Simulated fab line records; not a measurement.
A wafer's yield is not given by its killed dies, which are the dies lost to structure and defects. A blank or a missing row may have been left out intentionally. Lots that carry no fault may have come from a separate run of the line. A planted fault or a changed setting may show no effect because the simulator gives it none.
Which tool was responsible?	flow sky130	11 lots, 33 wafers sampled, at 4 steps of a route of 708

WHAT THE GAUGES SHOWED, per wafer
SKY_CAPM_THK_MEAS_01.
lot	measured	on	CAPM_CVD_00_THK (nm)
L402	day 36 12:49	film-metro-02	15.08 15.52 15.45
L403	day 36 19:40	film-metro-01	15.59 15.68 15.55
L405	day 37 07:51	film-metro-03	15.46 15.67 15.98
L406	day 37 18:12	film-metro-01	15.30 15.52 15.57
L410	day 39 02:59	film-metro-03	15.34 15.25 15.81
L411	day 39 15:18	film-metro-03	15.34 15.47 13.77
L416	day 41 00:47	film-metro-01	15.32 15.34 13.90
L417	day 41 11:05	film-metro-03	15.56 15.61 15.79
L419	day 41 16:56	film-metro-03	15.23 15.59 15.59
L420	day 41 22:52	film-metro-01	15.26 15.68 15.34
L424	day 42 21:19	film-metro-02	15.41 15.38 15.58

WHAT TOOL EACH LOT RAN ON (gives the tool, then ch and the chambers of the sampled wafers, and finally the start)
lot	SKY_METAL2_SPUTTER_02	SKY_VIA2_SPUTTER_20	SKY_CAPM_CVD_00
L402	pvd-sputter-04, day 34 05:02	pvd-sputter-03, day 36 11:57	pecvd-02 ch 0,1, day 36 12:47
L403	pvd-sputter-03, day 34 11:43	pvd-sputter-01, day 36 18:47	pecvd-04 ch 0,2, day 36 19:38
L405	pvd-sputter-03, day 34 23:31	pvd-sputter-03, day 37 07:00	pecvd-01 ch 1,2, day 37 07:50
L406	pvd-sputter-01, day 35 10:27	pvd-sputter-01, day 37 17:21	pecvd-02 ch 0,2, day 37 18:11
L410	pvd-sputter-03, day 36 20:28	pvd-sputter-03, day 39 01:55	pecvd-02 ch 0,2, day 39 02:58
L411	pvd-sputter-01, day 37 08:39	pvd-sputter-02, day 39 14:27	pecvd-02 ch 0,1,2, day 39 15:17
L416	pvd-sputter-03, day 38 19:58	pvd-sputter-02, day 40 23:56	pecvd-02 ch 0,1,2, day 41 00:46
L417	pvd-sputter-03, day 39 06:35	pvd-sputter-01, day 41 10:13	pecvd-01 ch 0,1,2, day 41 11:02
L419	pvd-sputter-04, day 39 13:16	pvd-sputter-01, day 41 16:06	pecvd-04 ch 1,2, day 41 16:55
L420	pvd-sputter-03, day 39 19:04	pvd-sputter-02, day 41 22:00	pecvd-01 ch 0,1, day 41 22:50
L424	pvd-sputter-04, day 40 17:43	pvd-sputter-01, day 42 20:28	pecvd-04 ch 0,2, day 42 21:17
- SKY_METAL2_SPUTTER_02: material AlCu, target thk 250 nm, time 13.3 s.
- SKY_VIA2_SPUTTER_20: material TiN, target thk 20 nm, time 80 s.
- SKY_CAPM_CVD_00: deposits SiO2, target thk 15.5 nm.

THE ANSWER, worked out from the rows above alone
Rule: what is usual is taken from the lots themselves. Put in order of their means at a reading, lots are off if they are a third of the lots or fewer, leave a main group of 4 or more, and stand apart from it by a gap of 3 or more times the standard deviation of the main group's means; of several such gaps the widest counts. Not used: any main group whose means are identical at the precision the tables above print for the reading. A lot without any number at a reading at which 4 lots or more have one is off too. The other lots that the step has rows for count as sound.
Off: L411, L416, seen at SKY_CAPM_THK_MEAS_01 (CAPM_CVD_00_THK). For the main group the mean is 15.51 nm and the standard deviation 0.11.
If a tool, at a process step before that reading, ran all the lots that are off and no sound lot after the first of them, it fits. Those tools and the gauges at SKY_CAPM_THK_MEAS_01 are tried in the same way. One candidate fits, namely pecvd-02 at SKY_CAPM_CVD_00. A fault onset in the window from L410 (day 39 02:58, its last sound lot) to L411 (day 39 15:17, its first lot off) fits.

WHAT THE SIMULATOR PUT IN
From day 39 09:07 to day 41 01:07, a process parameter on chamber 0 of pecvd-02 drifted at SKY_CAPM_CVD_00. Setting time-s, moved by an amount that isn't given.
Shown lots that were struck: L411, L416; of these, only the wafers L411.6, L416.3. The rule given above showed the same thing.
